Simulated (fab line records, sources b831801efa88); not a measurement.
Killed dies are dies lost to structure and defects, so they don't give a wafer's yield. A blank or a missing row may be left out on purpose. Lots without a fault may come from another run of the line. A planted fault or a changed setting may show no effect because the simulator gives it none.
fab line records | flow sky130
record lots=13 wafers=38 last_day=50
route steps=708 shown VT_ADJUST_HVTP@96 VT_ADJUST_LVTN@118 VT_ADJUST_HVTR@140 VT_ADJUST_PCH@153
lots that met no fault: from a run of the same line without faults
start_h: hours from the record's first day to the start of the lot's first wafer shown | wait_h: hours since the lot's step before | " the same as in the row above | L1.1+2: a row that stands for several wafers | - no value, or no start given | * or withheld: withheld | < > ~ a bound
route shown NAME@n: a module of which the file shows steps, and the number in the route of the first | usual: mean/standard deviation of fault-free wafers | same: alike in all rows | chamber/n: place in a boat | sites: the reading at each site | _std_site: their standard deviation | _edge_site: outer sites' mean less inner sites' | radius_mm: how far each site lies from the wafer's centre | mask NAME#n: copy n | behind: the tool/chamber that last shaped the wafer | hold: why the lot was held/for how many hours/how that ended | device: the transistor (n, p or np) that didn't switch | end of line: the same wafers' tests at the end of the route | a step without rows: its recipe alone | killed: dies lost to structure and defects at the first sort, not the wafer's yield | map: a wafer's dies, x killed, . not, _ none there
set.NAME: the setting as run; set.NAME@STEP: as run at that earlier step | model.NAME: the simulator's own value behind a step, which no gauge read
steps of the route over a sample of lots; a table a step, a row a wafer
services: from which hour (start_h, from the record's first day; less than 0 if before it) a tool's chamber was out of use, for how many hours, and why
## steps
# step SKY_VT_ADJUST_HVTP_TW_MEAS_11
# usual VT_ADJUST_HVTP_TW=1342/6.6
# columns lot.wafer tool chamber start_h wait_h VT_ADJUST_HVTP_TW
L834.1 film_metro-01 - 123.94 0.1 1346
L834.3 " - " " 1343
L834.5 " - " " 1344
L836.1 film_metro-04 - 136.52 0.1 1352
L836.3 " - " " 1357
L836.5 " - " " 1355
L838.2 film_metro-02 - 146.13 0.1 1327
L838.4 " - " " 1338
L838.6 " - " " 1340
L840.3 film_metro-01 - 160.01 0.1 1338
L840.4 " - " " 1341
L840.5 " - " " 1334
L842.1 film_metro-02 - 168.39 0.1 1343
L842.3 " - " " 1332
L842.6 " - " " 1341
L843.2 film_metro-01 - 178.68 0.1 1354
L843.5 " - " " 1342
L843.6 " - " " 1349
L844.1 film_metro-02 - 183.03 0.1 1334
L844.2 " - " " 1338
L844.6 " - " " 1341
L845.2 film_metro-02 - 190.78 0.1 1333
L845.3 " - " " 1335
L846.1 film_metro-04 - 197.43 0.1 1343
L846.4 " - " " 1335
L846.5 " - " " 1343
L852.2 film_metro-02 - 243.09 0.1 1343
L852.3 " - " " 1338
L852.4 " - " " 1344
L854.1 film_metro-02 - 251.63 0.1 1341
L854.3 " - " " 1345
L854.5 " - " " 1340
L855.3 film_metro-04 - 262.51 0.1 1349
L855.4 " - " " 1348
L855.6 " - " " 1345
L857.4 film_metro-02 - 270.71 0.1 1336
L857.5 " - " " 1335
L857.6 " - " " 1332
# step SKY_VT_ADJUST_LVTN_TW_MEAS_21
# usual VT_ADJUST_LVTN_2_TW=186.5/0.96
# columns lot.wafer tool chamber start_h wait_h VT_ADJUST_LVTN_2_TW
L834.1 film_metro-04 - 161.42 0.1 186.2
L834.3 " - " " 186.9
L834.5 " - " " 187.0
L836.1 film_metro-02 - 176.47 0.1 184.7
L836.3 " - " " 186.0
L836.5 " - " " 185.8
L838.2 film_metro-02 - 187.43 0.1 185.9
L838.4 " - " " 186.6
L838.6 " - " " 186.2
L840.3 film_metro-04 - 201.94 0.1 187.2
L840.4 " - " " 187.0
L840.5 " - " " 186.3
L842.1 film_metro-02 - 211.46 0.1 184.8
L842.3 " - " " 186.5
L842.6 " - " " 185.9
L843.2 film_metro-02 - 222.58 0.1 186.0
L843.5 " - " " 186.9
L843.6 " - " " 186.5
L844.1 film_metro-02 - 226.45 0.1 186.2
L844.2 " - " " 186.5
L844.6 " - " " 186.3
L845.2 film_metro-03 - 235.11 0.1 187.5
L845.3 " - " " 187.3
L846.1 film_metro-02 - 242.56 0.1 186.4
L846.4 " - " " 185.7
L846.5 " - " " 184.5
L852.2 film_metro-02 - 291.72 0.1 187.0
L852.3 " - " " 186.8
L852.4 " - " " 186.5
L854.1 film_metro-04 - 300.27 0.1 188.0
L854.3 " - " " 187.2
L854.5 " - " " 187.0
L855.3 film_metro-02 - 311.62 0.1 186.4
L855.4 " - " " 186.6
L855.6 " - " " 185.9
L857.4 film_metro-04 - 320.55 0.1 189.0
L857.5 " - " " 187.6
L857.6 " - " " 187.1
# step SKY_VT_ADJUST_HVTR_IMPLANT_09
# recipe species=B energy_kev=10 dose_cm2=2.1e+12 tilt_deg=withheld
# usual beam_on_s=9.99/0.2 end_station_pressure_torr=5.04e-06/2.9e-07 faraday_current_uA=11.86/0.23
# columns lot.wafer tool chamber start_h wait_h beam_on_s end_station_pressure_torr faraday_current_uA
L834.1 implanter-04 0 203.33 0.0 9.94 5.09e-06 11.86
L834.3 " 0 " " 9.85 4.6e-06 11.95
L834.5 " 0 " " 9.85 5.06e-06 12.04
L836.1 implanter-01 0 219.68 0.0 10.00 4.81e-06 11.87
L836.3 " 0 " " 10.06 4.74e-06 11.76
L836.5 " 0 " " 10.12 5.25e-06 11.62
L838.2 implanter-02 0 232.19 0.0 10.27 5.46e-06 11.48
L838.4 " 0 " " 10.03 4.66e-06 11.79
L838.6 " 0 " " 10.34 4.9e-06 11.50
L840.3 implanter-02 0 247.33 0.1 9.93 5.21e-06 11.91
L840.4 " 0 " " 9.90 5.13e-06 11.94
L840.5 " 0 " " 9.68 4.7e-06 12.19
L842.1 implanter-01 0 257.48 0.0 9.75 4.4e-06 12.15
L842.3 " 0 " " 9.86 4.7e-06 12.02
L842.6 " 0 " " 10.12 5.23e-06 11.75
L843.2 implanter-01 0 269.74 0.0 10.03 4.75e-06 11.77
L843.5 " 0 " " 10.17 5.25e-06 11.70
L843.6 " 0 " " 10.23 5.36e-06 11.62
L844.1 implanter-01 0 272.93 0.0 10.16 4.98e-06 11.65
L844.2 " 0 " " 8.13 5.09e-06 14.54
L844.6 " 0 " " 9.93 4.98e-06 11.96
L845.2 implanter-01 0 283.20 0.0 7.94 4.74e-06 14.94
L845.3 " 0 " " 10.05 5.58e-06 11.74
L846.1 implanter-01 0 291.50 0.0 9.82 4.41e-06 12.08
L846.4 " 0 " " 10.22 5.22e-06 11.61
L846.5 " 0 " " 8.18 5e-06 14.53
L852.2 implanter-02 0 344.95 0.0 10.19 5.2e-06 11.67
L852.3 " 0 " " 10.12 5.1e-06 11.68
L852.4 " 0 " " 9.90 5.3e-06 11.92
L854.1 implanter-04 0 353.18 0.0 10.06 5.1e-06 11.80
L854.3 " 0 " " 10.24 5.45e-06 11.57
L854.5 " 0 " " 10.04 4.67e-06 11.77
L855.3 implanter-01 0 365.92 0.1 10.17 4.96e-06 11.69
L855.4 " 0 " " 9.84 4.94e-06 12.00
L855.6 " 0 " " 9.87 5.41e-06 11.98
L857.4 implanter-01 0 376.04 0.1 9.89 4.8e-06 11.94
L857.5 " 0 " " 10.07 5.29e-06 11.73
L857.6 " 0 " " 9.78 4.75e-06 12.16
# step SKY_VT_ADJUST_HVTR_TW_MEAS_11
# usual VT_ADJUST_HVTR_TW=209.7/0.98
# columns lot.wafer tool chamber start_h wait_h VT_ADJUST_HVTR_TW
L834.1 film_metro-02 - 203.58 0.1 207.5
L834.3 " - " " 207.8
L834.5 " - " " 207.9
L836.1 film_metro-03 - 219.93 0.1 210.4
L836.3 " - " " 209.9
L836.5 " - " " 209.4
L838.2 film_metro-03 - 232.43 0.1 210.9
L838.4 " - " " 210.8
L838.6 " - " " 211.0
L840.3 film_metro-01 - 247.55 0.1 208.0
L840.4 " - " " 209.7
L840.5 " - " " 209.0
L842.1 film_metro-03 - 257.73 0.1 211.3
L842.3 " - " " 210.3
L842.6 " - " " 211.0
L843.2 film_metro-03 - 269.98 0.1 210.4
L843.5 " - " " 210.4
L843.6 " - " " 210.8
L844.1 film_metro-03 - 273.18 0.1 210.8
L844.2 " - " " 198.0
L844.6 " - " " 210.2
L845.2 film_metro-02 - 283.44 0.1 197.1
L845.3 " - " " 207.7
L846.1 film_metro-01 - 291.75 0.1 211.1
L846.4 " - " " 210.3
L846.5 " - " " 198.1
L852.2 film_metro-01 - 345.18 0.1 208.8
L852.3 " - " " 209.4
L852.4 " - " " 209.1
L854.1 film_metro-03 - 353.43 0.1 210.4
L854.3 " - " " 209.4
L854.5 " - " " 210.4
L855.3 film_metro-01 - 366.14 0.1 210.4
L855.4 " - " " 210.5
L855.6 " - " " 210.8
L857.4 film_metro-02 - 376.25 0.1 208.7
L857.5 " - " " 209.8
L857.6 " - " " 209.4
# step SKY_VT_ADJUST_PCH_TW_MEAS_10
# usual VT_ADJUST_PCH_TW=141.7/0.83
# columns lot.wafer tool chamber start_h wait_h VT_ADJUST_PCH_TW
L834.1 film_metro-02 - 225.72 0.1 140.9
L834.3 " - " " 142.2
L834.5 " - " " 141.7
L836.1 film_metro-04 - 243.35 0.1 142.1
L836.3 " - " " 142.0
L836.5 " - " " 141.8
L838.2 film_metro-01 - 256.42 0.1 141.2
L838.4 " - " " 141.4
L838.6 " - " " 141.3
L840.3 film_metro-02 - 271.24 0.1 141.6
L840.4 " - " " 140.8
L840.5 " - " " 141.7
L842.1 film_metro-02 - 282.50 0.1 140.9
L842.3 " - " " 140.2
L842.6 " - " " 141.4
L843.2 film_metro-01 - 294.08 0.1 142.3
L843.5 " - " " 141.7
L843.6 " - " " 142.0
L844.1 film_metro-01 - 297.42 0.1 142.6
L844.2 " - " " 142.4
L844.6 " - " " 142.2
L845.2 film_metro-04 - 308.03 0.1 141.4
L845.3 " - " " 142.3
L846.1 film_metro-02 - 317.76 0.1 140.8
L846.4 " - " " 140.6
L846.5 " - " " 141.0
L852.2 film_metro-04 - 374.01 0.1 142.7
L852.3 " - " " 142.5
L852.4 " - " " 142.1
L854.1 film_metro-04 - 381.62 0.1 142.5
L854.3 " - " " 142.4
L854.5 " - " " 141.9
L855.3 film_metro-02 - 395.07 0.1 140.4
L855.4 " - " " 141.2
L855.6 " - " " 140.4
L857.4 film_metro-02 - 405.78 0.1 141.5
L857.5 " - " " 140.2
L857.6 " - " " 140.9
## services
# columns tool chamber start_h hours kind
implanter-01 - 246.20 1.2 repair
## key
first_sign step=SKY_VT_ADJUST_HVTR_IMPLANT_09 reading=faraday_current_uA direction=up sigmas=12 usual=11.86 struck=14.67
effect step=SKY_VT_ADJUST_HVTR_IMPLANT_09 reading=beam_on_s direction=down sigmas=9.7 usual=9.99 struck=8.08
effect step=SKY_VT_ADJUST_HVTR_TW_MEAS_11 reading=VT_ADJUST_HVTR_TW direction=down sigmas=12 usual=209.7 struck=197.7
met_at SKY_VT_ADJUST_HVTR_IMPLANT_09
struck_lots L844,L845,L846
struck_wafers L844.2,L845.2,L846.5
tester_left_out L844,L845,L846
not_acting_at SKY_VT_ADJUST_HVTP_TW_MEAS_11,SKY_VT_ADJUST_LVTN_TW_MEAS_21,SKY_VT_ADJUST_PCH_TW_MEAS_10
onset_between 269.74 272.93
fault kind=process_parameter_drift tool=implanter-01 chamber=- onset_h=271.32 steps=SKY_VT_ADJUST_HVTR_IMPLANT_09 channel=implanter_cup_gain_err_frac offset=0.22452 shape=step end_h=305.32 scope=struck_wafers_only
# tester_left_out: of these lots the tester's yield and bins aren't shown, on N5 and GAA mostly nor the transistor test; their killed dies are dies lost to structure and defects alone, not to doping, threshold or leakage, so they don't give the yield
